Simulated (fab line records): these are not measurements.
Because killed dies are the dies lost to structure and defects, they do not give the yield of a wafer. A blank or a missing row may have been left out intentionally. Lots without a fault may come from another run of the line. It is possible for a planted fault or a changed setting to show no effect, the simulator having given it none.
fab line records	flow sky130
record lots=11	wafers=32	lastDay=50
route steps=708 shown FIELD_ISO@26 PWDE@54 NWELL@67 POLY_GATE@232 SPACER@305 PAD_OPEN@708
lots that met no fault: from a run of the same line without faults
startH: hours from the record's first day to the start of the lot's first wafer shown	waitH: how many hours have passed since the lot's step before this one	" as in the row above	L1.1+2: a single row standing in for several wafers	- no value present, or no start provided	* or withheld: withheld	< > ~ a bound
route shown NAME@n: NAME is a module with steps in the file, n the number in the route of the first one	usual: mean/standard deviation of fault-free wafers	same: alike in all rows	chamber/n: place in a boat	sites: per-site readings	_std_site: standard deviation of those values	_edge_site: outer sites' mean less inner sites'	radiusMm: how far each site lies from the wafer's centre	mask NAME#n: copy n	behind: the most recent tool/chamber to have shaped the wafer	hold: reason for holding the lot/hours on hold/outcome of the hold	device: the n, p or np transistor that did not switch	end of line: tests of these same wafers at the route's end	where a step has no rows: the recipe by itself	killed: count of dies lost to structure and defects at first sort (not the wafer's yield)	map: shows each die of a wafer: x if killed, . if not, _ if none is there
set.NAME: the setting the step ran with; set.NAME@STEP: the setting that earlier step ran with	model.NAME: the simulator's own value behind a step, which no gauge read
one table for each step of the route and one row for each wafer, over a sample of lots
services: from which hour (startH, from the record's first day; less than 0 if before it) a tool's chamber was out of use, for how many hours, and why
## steps
# step SKY_FIELD_ISO_THK_MEAS_25
# recipe reads=SiO2_of_FIELD_ISO_CVD_24
# usual FIELD_ISO_CVD_24_THK=592/6.4
lot.wafer	tool	chamber	startH	waitH	FIELD_ISO_CVD_24_THK[nm]
L682.1	filmMetro-01	-	71.37	0.0	591
L682.4	"	-	"	"	592
L682.6	"	-	"	"	599
L684.1	filmMetro-04	-	77.98	0.0	592
L684.2	"	-	"	"	589
L684.6	"	-	"	"	594
L683.2	filmMetro-01	-	78.06	0.0	599
L683.3	"	-	"	"	587
L683.5	"	-	"	"	599
L687.2	filmMetro-03	-	95.16	0.0	602
L687.3	"	-	"	"	602
L687.6	"	-	"	"	613
L689.2	filmMetro-01	-	107.77	0.0	593
L689.3	"	-	"	"	594
L689.5	"	-	"	"	597
L691.4	filmMetro-01	-	114.75	0.0	589
L691.5	"	-	"	"	592
L691.6	"	-	"	"	590
L692.4	filmMetro-01	-	121.15	0.0	590
L692.5	"	-	"	"	601
L693.3	filmMetro-04	-	130.10	0.1	605
L693.4	"	-	"	"	600
L693.6	"	-	"	"	602
L694.2	filmMetro-03	-	135.56	0.1	588
L694.4	"	-	"	"	597
L694.5	"	-	"	"	594
L695.1	filmMetro-04	-	145.73	0.0	593
L695.4	"	-	"	"	594
L695.6	"	-	"	"	588
L697.3	filmMetro-03	-	149.83	0.1	579
L697.4	"	-	"	"	585
L697.5	"	-	"	"	578
# step SKY_PWDE_STRIP_09
# recipe chemistry=O2/N2	powerW=1400	pressureMtorr=1500	platenTempC=withheld	o2FlowSccm=3000	n2FlowSccm=300	overashFraction=0.5
# usual chamberPressureMTorr=1499.9/1.5	drypumpMotorCurrentA=5.7/0.53	n2FlowSccm=300.1/0.81	oesProductAu=0.723/0.0047	stripTimeToEndpointS=36.94/0.11
lot.wafer	tool	chamber	startH	waitH	chamberPressureMTorr	drypumpMotorCurrentA	n2FlowSccm	oesProductAu	rfHoursCounterH	stripTimeToEndpointS
L682.1	plasmaAsher-02	1	113.67	0.1	-	-	-	-	-	-
L682.4	"	1	"	"	-	-	-	-	-	-
L682.6	"	0	"	"	-	-	-	-	-	-
L683.2	plasmaAsher-04	1	118.73	0.1	-	-	-	-	-	-
L683.3	"	0	"	"	-	-	-	-	-	-
L683.5	"	0	"	"	-	-	-	-	-	-
L684.1	plasmaAsher-02	0	118.97	0.1	-	-	-	-	-	-
L684.2	"	1	"	"	-	-	-	-	-	-
L684.6	"	0	"	"	-	-	-	-	-	-
L687.2	plasmaAsher-04	0	138.68	0.1	1501.3	6.3	300.2	0.732	2	36.92
L687.3	"	1	"	"	1501.2	4.8	300.3	0.723	-	36.87
L687.6	"	0	"	"	1496.9	6.3	301.9	0.719	-	36.85
L689.2	plasmaAsher-04	1	149.83	0.1	1500.0	4.8	301.3	0.720	3	37.05
L689.3	"	0	"	"	1499.9	6.3	301.2	0.723	-	36.86
L689.5	"	0	"	"	1503.2	6.3	302.1	0.715	-	37.10
L691.4	plasmaAsher-03	1	157.37	0.1	1500.8	5.8	298.9	0.720	-	36.84
L691.5	"	1	"	"	1497.6	5.8	300.2	0.725	-	36.92
L691.6	"	0	"	"	1498.8	6.2	299.9	0.724	-	36.94
L692.4	plasmaAsher-04	1	163.51	0.1	1501.1	4.8	299.2	0.726	-	37.17
L692.5	"	0	"	"	1499.3	6.3	300.0	0.724	-	37.13
L693.3	plasmaAsher-03	1	184.27	0.1	1499.6	5.8	300.6	0.725	-	36.76
L693.4	"	0	"	"	1498.3	6.2	301.7	0.729	-	36.82
L693.6	"	1	"	"	1498.6	5.8	300.4	0.717	-	36.89
L694.2	plasmaAsher-02	0	189.88	0.1	1499.3	5.1	300.1	0.726	51	36.97
L694.4	"	1	"	"	1500.3	5.9	300.7	0.723	-	36.86
L694.5	"	1	"	"	1497.5	5.9	299.4	0.719	-	36.80
L695.1	plasmaAsher-02	0	192.42	0.1	1498.0	5.1	298.7	0.724	52	36.78
L695.4	"	1	"	"	1498.2	5.9	299.3	0.729	-	36.84
L695.6	"	0	"	"	1501.0	5.1	299.7	0.724	-	36.82
L697.3	plasmaAsher-02	0	195.01	0.1	1499.5	5.1	300.6	0.718	-	37.00
L697.4	"	1	"	"	1502.6	5.9	299.8	0.723	-	36.96
L697.5	"	0	"	"	1499.5	5.1	300.1	0.727	-	36.98
# step SKY_NWELL_STRIP_14
# recipe chemistry=O2/N2	powerW=1400	pressureMtorr=1500	platenTempC=withheld	o2FlowSccm=3000	n2FlowSccm=300	overashFraction=0.5
# usual chamberPressureMTorr=1500.0/1.4	drypumpMotorCurrentA=5.6/0.51	n2FlowSccm=299.9/0.89	oesProductAu=0.723/0.0045	stripTimeToEndpointS=36.95/0.12
lot.wafer	tool	chamber	startH	waitH	chamberPressureMTorr	drypumpMotorCurrentA	n2FlowSccm	oesProductAu	rfHoursCounterH	stripTimeToEndpointS
L682.1	plasmaAsher-01	0	133.09	0.1	1499.1	5.6	298.7	0.732	44	80.93
L682.4	"	0	"	"	1501.5	5.6	300.4	0.741	-	80.94
L682.6	"	0	"	"	1499.1	5.6	301.1	0.743	-	80.96
L683.2	plasmaAsher-04	0	137.28	0.1	1498.5	6.3	299.2	0.747	2	81.13
L683.3	"	1	"	"	1499.2	4.8	299.0	0.735	-	81.17
L683.5	"	0	"	"	1497.8	6.3	298.8	0.744	-	81.34
L684.1	plasmaAsher-01	0	137.63	0.1	1498.3	5.6	300.4	0.738	45	81.18
L684.2	"	1	"	"	1499.7	5.8	299.7	0.745	45	81.25
L684.6	"	0	"	"	1499.1	5.6	301.2	0.741	-	81.21
L687.2	plasmaAsher-04	1	157.98	0.1	1499.5	4.8	299.4	0.724	4	36.84
L687.3	"	0	"	"	1499.8	6.3	299.6	0.719	-	36.80
L687.6	"	1	"	"	1502.1	4.8	299.2	0.723	-	36.84
L689.2	plasmaAsher-01	1	169.87	0.1	1503.5	5.9	300.1	0.727	48	36.90
L689.3	"	0	"	"	1501.1	5.6	299.3	0.723	-	36.98
L689.5	"	1	"	"	1499.6	5.9	298.2	0.723	-	36.97
L691.4	plasmaAsher-04	0	177.52	0.1	1498.2	6.3	300.8	0.732	-	37.28
L691.5	"	0	"	"	1498.7	6.3	301.7	0.722	-	37.24
L691.6	"	1	"	"	1499.5	4.8	299.2	0.728	-	37.33
L692.4	plasmaAsher-02	0	184.60	0.1	1501.1	5.1	300.9	0.723	-	36.83
L692.5	"	1	"	"	1499.7	5.9	302.1	0.720	-	36.91
L693.3	plasmaAsher-02	0	205.72	0.1	1500.4	5.1	301.1	0.717	-	36.97
L693.4	"	1	"	"	1500.7	5.9	299.5	0.719	-	36.96
L693.6	"	0	"	"	1498.5	5.2	300.0	0.721	-	37.01
L694.2	plasmaAsher-04	1	212.17	0.1	1499.9	4.8	299.6	0.722	9	36.85
L694.4	"	0	"	"	1500.4	6.3	299.8	0.723	-	36.70
L694.5	"	1	"	"	1501.3	4.8	299.1	0.720	-	36.72
L695.1	plasmaAsher-02	0	213.68	0.1	1498.8	5.1	299.4	0.723	54	36.91
L695.4	"	0	"	"	1497.4	5.1	299.3	0.730	-	37.02
L695.6	"	1	"	"	1501.2	5.9	299.6	0.721	-	37.05
L697.3	plasmaAsher-02	0	217.15	0.1	1497.7	5.1	299.5	0.721	-	36.95
L697.4	"	1	"	"	1500.1	5.9	298.5	0.713	-	36.94
L697.5	"	1	"	"	1498.9	5.9	300.7	0.718	-	37.00
# step SKY_NWELL_TW_MEAS_15
# usual NWELL_TW=1831/15
lot.wafer	tool	chamber	startH	waitH	hold	NWELL_TW
L682.1	filmMetro-02	-	133.19	0.1	awaitDispo/0.2h/release	30
L682.4	"	-	"	"	awaitDispo/0.2h/release	30
L682.6	"	-	"	"	awaitDispo/0.2h/release	30
L682.1	filmMetro-02	-	133.42	0.2	-	30
L682.4	"	-	"	"	-	30
L682.6	"	-	"	"	-	30
L683.2	filmMetro-04	-	137.39	0.1	awaitDispo/0.2h/release	31
L683.3	"	-	"	"	awaitDispo/0.2h/release	31
L683.5	"	-	"	"	awaitDispo/0.2h/release	31
L683.2	filmMetro-04	-	137.62	0.2	-	30
L683.3	"	-	"	"	-	31
L683.5	"	-	"	"	-	31
L684.1	filmMetro-04	-	137.73	0.1	awaitDispo/0.2h/release	31
L684.2	"	-	"	"	awaitDispo/0.2h/release	31
L684.6	"	-	"	"	awaitDispo/0.2h/release	31
L684.1	filmMetro-04	-	137.96	0.2	-	31
L684.2	"	-	"	"	-	31
L684.6	"	-	"	"	-	30
L687.2	filmMetro-04	-	158.09	0.1	-	1845
L687.3	"	-	"	"	-	1832
L687.6	"	-	"	"	-	1848
L689.2	filmMetro-03	-	169.98	0.1	-	1839
L689.3	"	-	"	"	-	1835
L689.5	"	-	"	"	-	1821
L691.4	filmMetro-04	-	177.61	0.1	-	1831
L691.5	"	-	"	"	-	1831
L691.6	"	-	"	"	-	1826
L692.4	filmMetro-02	-	184.70	0.1	-	1809
L692.5	"	-	"	"	-	1808
L693.3	filmMetro-02	-	205.80	0.1	-	1808
L693.4	"	-	"	"	-	1809
L693.6	"	-	"	"	-	1815
L694.2	filmMetro-04	-	212.28	0.1	-	1835
L694.4	"	-	"	"	-	1838
L694.5	"	-	"	"	-	1833
L695.1	filmMetro-03	-	213.78	0.1	-	1829
L695.4	"	-	"	"	-	1830
L695.6	"	-	"	"	-	1827
L697.3	filmMetro-04	-	217.24	0.1	-	1841
L697.4	"	-	"	"	-	1847
L697.5	"	-	"	"	-	1855
# step SKY_POLY_GATE_STRIP_18
# recipe chemistry=O2/N2	powerW=1400	pressureMtorr=1500	platenTempC=withheld	o2FlowSccm=3000	n2FlowSccm=300	overashFraction=0.5
# usual chamberPressureMTorr=1499.8/1.3	drypumpMotorCurrentA=5.7/0.57	n2FlowSccm=299.9/0.79	oesProductAu=0.362/0.0048	stripTimeToEndpointS=3.17/0.033
lot.wafer	tool	chamber	startH	waitH	chamberPressureMTorr	drypumpMotorCurrentA	n2FlowSccm	oesProductAu	rfHoursCounterH	stripTimeToEndpointS
L687.2	plasmaAsher-04	0	482.53	0.0	1501.5	6.3	299.4	0.361	36	3.14
L687.3	"	1	"	"	1499.6	4.8	301.2	0.364	-	3.16
L687.6	"	1	"	"	1500.6	4.8	300.1	0.359	-	3.18
L689.2	plasmaAsher-04	0	498.13	0.0	1499.3	6.3	300.7	0.361	38	3.21
L689.3	"	0	"	"	1503.2	6.3	299.0	0.356	-	3.17
L689.5	"	0	"	"	1501.2	6.3	300.5	0.371	-	3.28
L691.4	plasmaAsher-01	1	506.35	0.1	1501.4	5.8	299.9	0.362	-	3.23
L691.5	"	1	"	"	1498.4	5.9	299.0	0.362	-	3.18
L691.6	"	0	"	"	1499.1	5.6	300.2	0.351	-	3.19
L692.4	plasmaAsher-01	0	518.02	0.1	1500.2	5.6	300.3	0.355	-	3.11
L692.5	"	0	"	"	1499.7	5.6	300.5	0.365	-	3.12
L693.3	plasmaAsher-01	1	544.57	0.1	1497.9	5.8	299.9	0.372	-	3.19
L693.4	"	0	"	"	1499.9	5.6	301.0	0.361	-	3.19
L693.6	"	1	"	"	1499.4	5.9	300.2	0.361	-	3.18
L694.2	plasmaAsher-04	0	554.58	0.0	1498.6	6.3	299.4	0.360	40	3.15
L694.4	"	0	"	"	1500.7	6.4	299.3	0.358	-	3.18
L694.5	"	0	"	"	1500.1	6.3	298.9	0.358	-	3.20
L695.1	plasmaAsher-04	0	557.38	0.0	1499.6	6.3	299.8	0.365	41	3.14
L695.4	"	0	"	"	1500.6	6.3	300.5	0.371	-	3.15
L695.6	"	0	"	"	1498.1	6.3	299.9	0.363	-	3.20
L697.3	plasmaAsher-04	0	561.02	0.1	1498.2	6.3	299.7	0.361	-	3.19
L697.4	"	1	"	"	1499.5	4.8	298.3	0.358	-	3.14
L697.5	"	0	"	"	1501.2	6.3	299.3	0.355	-	3.15
# step SKY_SPACER_THK_MEAS_01
# recipe reads=Si3N4_of_SPACER_CVD_00
# usual SPACER_CVD_00_THK=42.9/0.36
lot.wafer	tool	chamber	startH	waitH	SPACER_CVD_00_THK[nm]
L687.2	filmMetro-04	-	635.49	0.0	42.8
L687.3	"	-	"	"	42.8
L687.6	"	-	"	"	42.7
L689.2	filmMetro-04	-	653.91	0.0	43.2
L689.3	"	-	"	"	43.0
L689.5	"	-	"	"	43.3
L691.4	filmMetro-02	-	659.80	0.0	42.5
L691.5	"	-	"	"	42.5
L691.6	"	-	"	"	42.7
L692.4	filmMetro-02	-	670.33	0.0	42.6
L692.5	"	-	"	"	42.4
L693.3	filmMetro-03	-	694.07	0.0	43.2
L693.4	"	-	"	"	42.8
L693.6	"	-	"	"	43.2
L694.2	filmMetro-02	-	704.39	0.0	42.7
L694.4	"	-	"	"	42.8
L694.5	"	-	"	"	42.8
L695.1	filmMetro-03	-	707.99	0.0	42.4
L695.4	"	-	"	"	42.5
L695.6	"	-	"	"	43.0
L697.3	filmMetro-04	-	710.58	0.0	43.3
L697.4	"	-	"	"	43.4
L697.5	"	-	"	"	43.0
# step SKY_PAD_OPEN_PROBE_99
# usual defectLimitedYield=82.3/2.1	killed_at_M0_to_M3=43/7.4	killed_at_M4_up=3.1/1.8	killedAtContacts=26/5.6	killedAtFrontEnd=15/4.9	killedAtOther=0.2/0.44	killedDies=87/10	killedOnRim=17/3.7	killedOpen=48/7.6	killedShort=39/6.2	sort_bin_3_pad_short=0.9/0.43	sort_bin_5_function=10.5/1.5	sort_bin_6_memory=6.3/1.2	sortNPass=405/10	sortYieldPct=82.3/2.1
# same grossDies=492	killedAtBackSide=0	sort_bin_4_leakage[%]=0	sort_bin_8_speed[%]=0
lot.wafer	tool	chamber	startH	waitH	defectLimitedYield[%]	killed_at_M0_to_M3	killed_at_M4_up	killedAtContacts	killedAtFrontEnd	killedAtOther	killedDies	killedOnRim	killedOpen	killedShort	sort_bin_3_pad_short[%]	sort_bin_5_function[%]	sort_bin_6_memory[%]	sortNPass	sortYieldPct[%]
L687.2	prober-01	-	1145.00	0.1	82.9	47	2	18	17	0	84	12	46	38	1.2	8.9	6.9	408	82.9
L687.3	prober-01	-	1145.05	0.2	87.0	34	1	22	7	0	64	16	38	26	0.6	6.7	5.7	428	87.0
L687.6	prober-01	-	1145.20	0.2	84.3	39	6	21	11	0	77	22	46	30	0.6	10.0	5.1	415	84.3
L691.4	prober-01	-	1163.03	0.2	80.5	49	3	33	11	0	96	20	52	44	1.6	11.2	6.7	396	80.5
L691.5	prober-01	-	1163.08	0.2	81.3	46	4	21	21	0	92	17	62	30	0.4	13.6	4.7	400	81.3
L691.6	prober-01	-	1163.13	0.2	79.1	49	2	36	15	1	103	21	58	44	1.2	12.4	7.3	389	79.1
# killed by level:class
L687.2 VIA1:geometricParticle:open=10 CONTACT:geometricParticle:open=9 FIELD_ISO:geometricParticle:short=6 LI_CONTACT:geometricParticle:open=6 METAL1:geometricParticle:short=6 VIA2:geometricParticle:short=5 VIA2:geometricParticle:open=5 FIELD_ISO:geometricParticle:open=4
L687.3 CONTACT:geometricParticle:open=9 VIA1:geometricParticle:open=9 METAL1:geometricParticle:short=7 CONTACT:geometricParticle:short=6 VIA2:geometricParticle:open=5 VIA3:geometricParticle:open=5 LOCAL_INTERCONNECT:geometricParticle:short=4 VIA1:geometricParticle:short=3
L687.6 VIA2:geometricParticle:open=8 LI_CONTACT:geometricParticle:open=7 VIA1:geometricParticle:open=6 METAL1:geometricParticle:short=6 CONTACT:geometricParticle:open=5 FIELD_ISO:geometricParticle:open=4 LI_CONTACT:geometricParticle:short=4 METAL2:geometricParticle:short=4
L691.4 CONTACT:geometricParticle:short=11 VIA3:geometricParticle:open=11 VIA1:geometricParticle:open=11 LI_CONTACT:geometricParticle:open=7 LOCAL_INTERCONNECT:geometricParticle:short=6 CONTACT:geometricParticle:open=6 VIA2:geometricParticle:open=6 METAL1:geometricParticle:short=5
L691.5 VIA1:geometricParticle:open=16 POLY_GATE:geometricParticle:open=10 VIA2:geometricParticle:open=9 CONTACT:geometricParticle:open=8 VIA3:geometricParticle:open=7 FIELD_ISO:geometricParticle:open=6 LI_CONTACT:geometricParticle:open=6 VIA1:geometricParticle:short=4
L691.6 CONTACT:geometricParticle:open=15 VIA1:geometricParticle:open=12 VIA2:geometricParticle:open=9 VIA3:geometricParticle:open=8 LI_CONTACT:geometricParticle:open=7 LI_CONTACT:geometricParticle:short=6 VIA1:geometricParticle:short=6 POLY_GATE:geometricParticle:short=5
## services
tool	chamber	startH	hours	kind
plasmaAsher-04	-	108.75	9.0	pm
plasmaAsher-04	0	108.75	9.0	ventCycle
plasmaAsher-04	1	108.75	9.0	ventCycle
plasmaAsher-04	0	117.75	-	clean
plasmaAsher-04	1	117.75	-	clean
plasmaAsher-03	-	120.57	0.9	repair
plasmaAsher-02	-	174.60	5.1	repair
plasmaAsher-01	-	202.18	2.8	pm
plasmaAsher-01	-	234.53	14.6	pm
plasmaAsher-03	-	290.01	0.7	repair
plasmaAsher-04	-	361.69	1.4	repair
plasmaAsher-03	-	417.98	2.8	pm
plasmaAsher-01	-	421.25	9.0	pm
plasmaAsher-01	0	421.25	9.0	ventCycle
plasmaAsher-01	1	421.25	9.0	ventCycle
plasmaAsher-01	0	430.25	-	clean
plasmaAsher-01	1	430.25	-	clean
plasmaAsher-04	-	437.83	0.3	repair
plasmaAsher-01	-	450.24	2.9	repair
plasmaAsher-02	-	471.75	1.2	repair
plasmaAsher-04	-	516.22	2.9	repair
plasmaAsher-04	-	524.77	28.1	pm
plasmaAsher-01	-	551.75	12.5	repair
## key
firstSign step=SKY_PWDE_STRIP_09	reading=toolRecord	direction=missing
effect step=SKY_NWELL_STRIP_14	reading=stripTimeToEndpointS	direction=up	sigmas=99+	usual=*	struck=*
effect step=SKY_NWELL_TW_MEAS_15	reading=visit	direction=added
effect step=SKY_NWELL_TW_MEAS_15	reading=NWELL_TW	direction=down	sigmas=99+	usual=1831	struck=30
metAt SKY_PWDE_STRIP_09
struckLots L682,L683,L684
scrappedBehind SKY_NWELL_TW_MEAS_15 L682.1,L682.4,L682.6,L683.2,L683.3,L683.5,L684.1,L684.2,L684.6
notActingAt SKY_FIELD_ISO_THK_MEAS_25,SKY_POLY_GATE_STRIP_18,SKY_SPACER_THK_MEAS_01
fault kind=skippedStepWhole	tool=plasmaAsher-02,plasmaAsher-04	chamber=-	onsetH=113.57	steps=SKY_PWDE_STRIP_09	scope=struckLotsOnly
